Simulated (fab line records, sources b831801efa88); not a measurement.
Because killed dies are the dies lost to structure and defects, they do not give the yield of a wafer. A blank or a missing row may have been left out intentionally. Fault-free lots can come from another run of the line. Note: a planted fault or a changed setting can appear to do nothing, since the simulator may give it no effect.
fab line records ; flow gf180mcu
record lots=15; wafers=45; last_day=34
route steps=602 shown STI@16 NWELL@49 MVSD@71 VT_IMPLANT@108
lots that met no fault: taken from a fault-free run of the same line
start_h: hours from the record's first day to the start of the lot's first wafer shown ; wait_h: hours elapsed since this lot's preceding step ; " the same as in the row above ; L1.1+2: a single row standing in for several wafers ; - no value, or no start was given ; * or withheld: withheld ; < > ~ a bound
route shown NAME@n: names a module that has steps shown in the file, with the first one's number in the route ; usual: mean/standard deviation taken from wafers without a fault ; same: alike in all rows ; chamber/n: place in a boat ; sites: the reading at each site ; _std_site: the values' standard deviation ; _edge_site: inner sites' mean taken away from outer sites' mean ; radius_mm: for every site, how far away it sits from the centre of the wafer ; mask NAME#n: copy n ; behind: the most recent tool/chamber to have shaped the wafer ; hold: reason for holding the lot/hours on hold/outcome of the hold ; device: the n, p or np transistor that did not switch ; end of line: at the end of the route, the tests of the same wafers ; a step with no rows: only its recipe ; killed: not the wafer's yield, but the dies lost to structure and defects at the first sort ; map: per-die view of a wafer (x killed, . not killed, _ where there is no die)
set.NAME: the run value of the setting; set.NAME@STEP: its run value at that earlier step ; model.NAME: the simulator's own value behind a step, which no gauge read
a sample of lots followed through the steps of the route, with each step as a table and each wafer as a row
services: a tool's chamber out of use, with start hour (start_h, from the record's first day; less than 0 if before it), hours out, and reason
## steps
# step GF_STI_STRIP_15
# recipe chemistry=O2/N2; power_w=1400; pressure_mtorr=1500; platen_temp_c=250; o2_flow_sccm=3000; n2_flow_sccm=300; overash_fraction=0.5
# usual drypump_motor_current_A=6.1/0.55; heater_power_w=334/38; n2_flow_sccm=299.9/0.73; oes_product_au=0.384/0.0053; strip_time_to_endpoint_s=3.72/0.047
lot.wafer;tool;chamber;start_h;wait_h;drypump_motor_current_A;heater_power_w;n2_flow_sccm;oes_product_au;rf_hours_counter_h;strip_time_to_endpoint_s
L726.1;plasma_asher-02;1;32.33;0.0;6.5;361;300.0;0.383;37;3.72
L726.2;plasma_asher-02;0;32.33;0.0;6.8;360;298.9;0.373;37;3.57
L726.3;plasma_asher-02;0;32.33;0.0;6.8;353;300.1;0.393;-;3.79
L728.4;plasma_asher-02;1;40.54;0.0;6.5;359;299.2;0.381;-;3.74
L728.5;plasma_asher-02;1;40.54;0.0;6.5;355;299.3;0.383;-;3.73
L728.6;plasma_asher-02;0;40.54;0.0;6.8;348;299.5;0.382;-;3.73
L729.3;plasma_asher-04;1;46.16;0.1;5.6;346;300.2;0.385;-;3.67
L729.5;plasma_asher-04;0;46.16;0.1;5.4;257;300.1;0.376;-;3.62
L729.6;plasma_asher-04;1;46.16;0.1;5.6;346;299.7;0.388;-;3.78
L730.3;plasma_asher-02;1;51.25;0.1;6.5;357;300.3;0.391;-;3.81
L730.4;plasma_asher-02;0;51.25;0.1;6.8;348;301.0;0.386;-;3.77
L730.5;plasma_asher-02;0;51.25;0.1;6.8;343;300.2;0.381;-;3.75
L731.1;plasma_asher-02;1;56.98;0.0;6.5;360;298.3;0.386;39;3.72
L731.5;plasma_asher-02;0;56.98;0.0;6.8;356;299.8;0.391;-;3.73
L731.6;plasma_asher-02;1;56.98;0.0;6.5;359;300.4;0.386;-;3.73
L732.1;plasma_asher-04;0;61.83;0.0;5.4;265;298.9;0.388;42;3.65
L732.3;plasma_asher-04;0;61.83;0.0;5.4;270;299.9;0.380;-;3.65
L732.6;plasma_asher-04;1;61.83;0.0;5.6;352;300.4;0.378;-;3.68
L733.3;plasma_asher-02;1;66.57;0.1;6.5;350;301.2;0.380;-;3.68
L733.5;plasma_asher-02;0;66.57;0.1;6.8;357;299.8;0.392;-;3.73
L733.6;plasma_asher-02;1;66.57;0.1;6.5;356;300.0;0.378;-;3.64
L734.1;plasma_asher-02;1;71.98;0.0;6.5;355;299.7;0.388;41;3.68
L734.2;plasma_asher-02;0;71.98;0.0;6.8;350;300.7;0.378;41;3.76
L734.5;plasma_asher-02;1;71.98;0.0;6.5;362;301.1;0.377;-;3.71
L735.3;plasma_asher-04;0;76.72;0.1;5.4;266;300.6;0.372;-;3.71
L735.5;plasma_asher-04;1;76.72;0.1;5.6;354;301.5;0.389;-;3.75
L735.6;plasma_asher-04;0;76.72;0.1;5.4;263;299.0;0.387;-;3.79
L741.1;plasma_asher-03;0;108.23;0.0;5.8;367;298.4;0.377;43;3.63
L741.2;plasma_asher-03;1;108.23;0.0;5.7;279;299.6;0.392;43;3.74
L741.6;plasma_asher-03;0;108.23;0.0;5.8;361;298.8;0.383;-;3.71
L742.1;plasma_asher-03;0;112.81;0.0;5.8;359;299.7;0.382;44;3.73
L742.3;plasma_asher-03;1;112.81;0.0;5.7;264;299.4;0.379;-;3.67
L742.4;plasma_asher-03;0;112.81;0.0;5.7;366;300.2;0.383;-;3.77
L743.2;plasma_asher-03;0;117.53;0.0;5.7;367;299.8;0.387;45;3.82
L743.4;plasma_asher-03;0;117.53;0.0;5.8;366;299.3;0.385;-;3.73
L743.6;plasma_asher-03;0;117.53;0.0;5.8;361;300.6;0.387;-;3.72
L744.2;plasma_asher-02;1;123.83;0.0;6.5;353;299.4;0.381;45;3.67
L744.5;plasma_asher-02;0;123.83;0.0;6.8;356;298.9;0.390;-;3.66
L744.6;plasma_asher-02;1;123.83;0.0;6.5;360;299.5;0.380;-;3.66
L746.1;plasma_asher-03;0;134.36;0.0;5.8;367;301.3;0.380;47;3.68
L746.4;plasma_asher-03;0;134.36;0.0;5.7;369;298.8;0.374;-;3.71
L746.6;plasma_asher-03;1;134.36;0.0;5.7;272;300.5;0.390;-;3.73
L748.2;plasma_asher-02;1;145.23;0.0;6.5;355;301.3;0.385;47;3.71
L748.4;plasma_asher-02;1;145.23;0.0;6.5;352;301.2;0.389;-;3.70
L748.5;plasma_asher-02;0;145.23;0.0;6.8;352;300.2;0.383;-;3.67
# step GF_NWELL_OVL_MEAS_07
# usual NWELL_OVL=-0.1/1.3
lot.wafer;tool;chamber;start_h;wait_h;NWELL_OVL[nm]
L726.1;overlay-02;-;61.17;-;-0.4
L726.2;overlay-02;-;61.17;-;-2.3
L726.3;overlay-02;-;61.17;-;-1.2
L728.4;overlay-02;-;71.48;-;-1.1
L728.5;overlay-02;-;71.48;-;-0.2
L728.6;overlay-02;-;71.48;-;-0.1
L729.3;overlay-01;-;76.23;-;1.2
L729.5;overlay-01;-;76.23;-;-0.5
L729.6;overlay-01;-;76.23;-;1.6
L730.3;overlay-02;-;81.87;-;-0.9
L730.4;overlay-02;-;81.87;-;1.0
L730.5;overlay-02;-;81.87;-;-0.7
L731.1;overlay-01;-;88.16;-;-1.7
L731.5;overlay-01;-;88.16;-;-2.7
L731.6;overlay-01;-;88.16;-;-1.6
L732.1;overlay-02;-;93.12;-;0.7
L732.3;overlay-02;-;93.12;-;-0.8
L732.6;overlay-02;-;93.12;-;-1.6
L733.3;overlay-01;-;98.68;-;1.4
L733.5;overlay-01;-;98.68;-;1.0
L733.6;overlay-01;-;98.68;-;1.1
L734.1;overlay-02;-;104.66;-;-0.5
L734.2;overlay-02;-;104.66;-;-0.5
L734.5;overlay-02;-;104.66;-;0.0
L735.3;overlay-01;-;108.97;-;0.6
L735.5;overlay-01;-;108.97;-;0.9
L735.6;overlay-01;-;108.97;-;-0.6
L741.1;overlay-01;-;143.06;-;2.0
L741.2;overlay-01;-;143.06;-;0.5
L741.6;overlay-01;-;143.06;-;1.5
L742.1;overlay-01;-;151.17;-;-1.3
L742.3;overlay-01;-;151.17;-;-1.2
L742.4;overlay-01;-;151.17;-;0.0
L743.2;overlay-01;-;152.57;-;1.2
L743.4;overlay-01;-;152.57;-;0.4
L743.6;overlay-01;-;152.57;-;0.3
L744.2;overlay-01;-;158.06;-;-1.1
L744.5;overlay-01;-;158.06;-;1.4
L744.6;overlay-01;-;158.06;-;2.1
L746.1;overlay-01;-;170.36;-;-1.0
L746.4;overlay-01;-;170.36;-;-1.2
L746.6;overlay-01;-;170.36;-;0.1
L748.2;overlay-01;-;184.12;-;0.3
L748.4;overlay-01;-;184.12;-;0.7
L748.5;overlay-01;-;184.12;-;0.0
# step GF_MVSD_PEB_05
# recipe temp_c=115; time_s=withheld
# usual chill_plate_temp_C=23.02/0.11; exhaust_pa=45.4/0.92
lot.wafer;tool;chamber;start_h;wait_h;chill_plate_temp_C;exhaust_pa
L726.1;litho_track-03;0;88;-;23.20;44.0
L726.2;litho_track-03;0;88;-;23.06;45.4
L726.3;litho_track-03;0;88;-;23.17;45.4
L728.4;litho_track-01;0;98;-;23.02;47.0
L728.5;litho_track-01;0;98;-;23.03;45.3
L728.6;litho_track-01;0;98;-;23.15;44.4
L729.3;litho_track-02;0;103;-;22.96;46.9
L729.5;litho_track-02;0;103;-;22.88;45.1
L729.6;litho_track-02;0;103;-;22.91;46.1
L730.3;litho_track-02;0;110;-;22.86;45.9
L730.4;litho_track-02;0;110;-;23.02;44.2
L730.5;litho_track-02;0;110;-;22.95;44.5
L731.1;litho_track-02;0;116;-;22.99;46.2
L731.5;litho_track-02;0;116;-;22.91;45.3
L731.6;litho_track-02;0;116;-;22.89;45.6
L732.1;litho_track-02;-;122;-;-;-
L732.3;litho_track-02;-;122;-;-;-
L732.6;litho_track-02;-;122;-;-;-
L733.3;litho_track-03;-;127;-;-;-
L733.5;litho_track-03;-;127;-;-;-
L733.6;litho_track-03;-;127;-;-;-
L734.1;litho_track-01;-;134;-;-;-
L734.2;litho_track-01;-;134;-;-;-
L734.5;litho_track-01;-;134;-;-;-
L735.3;litho_track-02;0;138;-;23.07;43.5
L735.5;litho_track-02;0;139;-;23.09;44.8
L735.6;litho_track-02;0;139;-;23.00;45.4
L741.1;litho_track-03;0;171;-;23.17;44.6
L741.2;litho_track-03;0;171;-;23.18;45.6
L741.6;litho_track-03;0;171;-;23.22;45.7
L742.1;litho_track-02;0;184;-;23.14;46.7
L742.3;litho_track-02;0;184;-;22.99;45.3
L742.4;litho_track-02;0;184;-;23.07;47.0
L743.2;litho_track-03;0;185;-;22.81;44.6
L743.4;litho_track-03;0;185;-;22.90;45.0
L743.6;litho_track-03;0;185;-;22.79;44.3
L744.2;litho_track-01;0;191;-;23.05;46.8
L744.5;litho_track-01;0;191;-;22.91;45.4
L744.6;litho_track-01;0;191;-;22.98;44.9
L746.1;litho_track-01;0;205;-;22.94;45.6
L746.4;litho_track-01;0;205;-;22.94;46.1
L746.6;litho_track-01;0;205;-;22.95;45.7
L748.2;litho_track-02;0;217;-;22.78;45.0
L748.4;litho_track-02;0;217;-;22.82;46.1
L748.5;litho_track-02;0;217;-;22.85;43.9
# step GF_VT_IMPLANT_OVL_MEAS_18
# usual VT_IMPLANT_01_OVL=-0.2/1.3
lot.wafer;tool;chamber;start_h;wait_h;VT_IMPLANT_01_OVL[nm]
L726.1;overlay-01;-;132.86;0.1;1.9
L726.2;overlay-01;-;132.86;0.1;1.4
L726.3;overlay-01;-;132.86;0.1;0.5
L728.4;overlay-02;-;144.62;0.1;-2.8
L728.5;overlay-02;-;144.62;0.1;-0.5
L728.6;overlay-02;-;144.62;0.1;-0.4
L729.3;overlay-01;-;155.12;0.1;-0.7
L729.5;overlay-01;-;155.12;0.1;0.6
L729.6;overlay-01;-;155.12;0.1;-0.8
L730.3;overlay-01;-;155.15;0.1;-1.2
L730.4;overlay-01;-;155.15;0.1;1.8
L730.5;overlay-01;-;155.15;0.1;1.8
L731.1;overlay-01;-;169.67;0.1;2.3
L731.5;overlay-01;-;169.67;0.1;-0.2
L731.6;overlay-01;-;169.67;0.1;0.3
L732.1;overlay-01;-;169.71;0.1;-1.6
L732.3;overlay-01;-;169.71;0.1;-0.9
L732.6;overlay-01;-;169.71;0.1;-2.8
L733.3;overlay-01;-;171.93;0.1;0.7
L733.5;overlay-01;-;171.93;0.1;0.4
L733.6;overlay-01;-;171.93;0.1;-1.5
L734.1;overlay-01;-;187.27;0.1;-2.3
L734.2;overlay-01;-;187.27;0.1;-1.6
L734.5;overlay-01;-;187.27;0.1;-0.2
L735.3;overlay-01;-;187.98;0.1;-1.0
L735.5;overlay-01;-;187.98;0.1;2.0
L735.6;overlay-01;-;187.98;0.1;0.0
L741.1;overlay-02;-;223.91;0.1;1.8
L741.2;overlay-02;-;223.91;0.1;0.2
L741.6;overlay-02;-;223.91;0.1;2.3
L742.1;overlay-02;-;236.81;0.1;-2.1
L742.3;overlay-02;-;236.81;0.1;-0.6
L742.4;overlay-02;-;236.81;0.1;-0.6
L743.2;overlay-01;-;239.36;0.1;0.5
L743.4;overlay-01;-;239.36;0.1;0.0
L743.6;overlay-01;-;239.36;0.1;0.7
L744.2;overlay-01;-;245.36;0.1;-1.2
L744.5;overlay-01;-;245.36;0.1;0.3
L744.6;overlay-01;-;245.36;0.1;-1.0
L746.1;overlay-02;-;261.75;0.1;-0.9
L746.4;overlay-02;-;261.75;0.1;0.3
L746.6;overlay-02;-;261.75;0.1;0.2
L748.2;overlay-02;-;274.06;0.1;-2.3
L748.4;overlay-02;-;274.06;0.1;0.1
L748.5;overlay-02;-;274.06;0.1;0.4
## services
tool;chamber;start_h;hours;kind
plasma_asher-02;-;104.80;11.6;repair
plasma_asher-04;-;108.80;9.0;pm
plasma_asher-04;0;108.80;9.0;vent_cycle
plasma_asher-04;1;108.80;9.0;vent_cycle
plasma_asher-04;0;117.80;-;clean
plasma_asher-04;1;117.80;-;clean
plasma_asher-03;-;135.80;14.6;pm
plasma_asher-03;-;179.15;2.8;pm
plasma_asher-02;-;183.82;3.4;repair
## key
first_sign step=GF_MVSD_PEB_05; reading=tool_record; direction=missing
effect none on later readings
met_at GF_MVSD_PEB_05
struck_lots L732,L733,L734
sort_left_out L732.1,L732.3,L732.6,L733.3,L733.5,L733.6,L734.1,L734.2,L734.5
tester_left_out L732,L733,L734
not_acting_at GF_STI_STRIP_15,GF_NWELL_OVL_MEAS_07,GF_VT_IMPLANT_OVL_MEAS_18
onset_between 116 122
fault kind=skipped_step_whole; tool=litho_track-01,litho_track-02,litho_track-03; chamber=-; onset_h=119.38; steps=GF_MVSD_PEB_05; scope=struck_lots_only
# tester_left_out: of these lots the tester's yield and bins aren't shown, on N5 and GAA mostly nor the transistor test; their killed dies are dies lost to structure and defects alone, not to doping, threshold or leakage, so they don't give the yield
# sort_left_out: the simulated sort isn't trusted on such a fault, so these wafers' sort isn't shown, and their yield isn't known
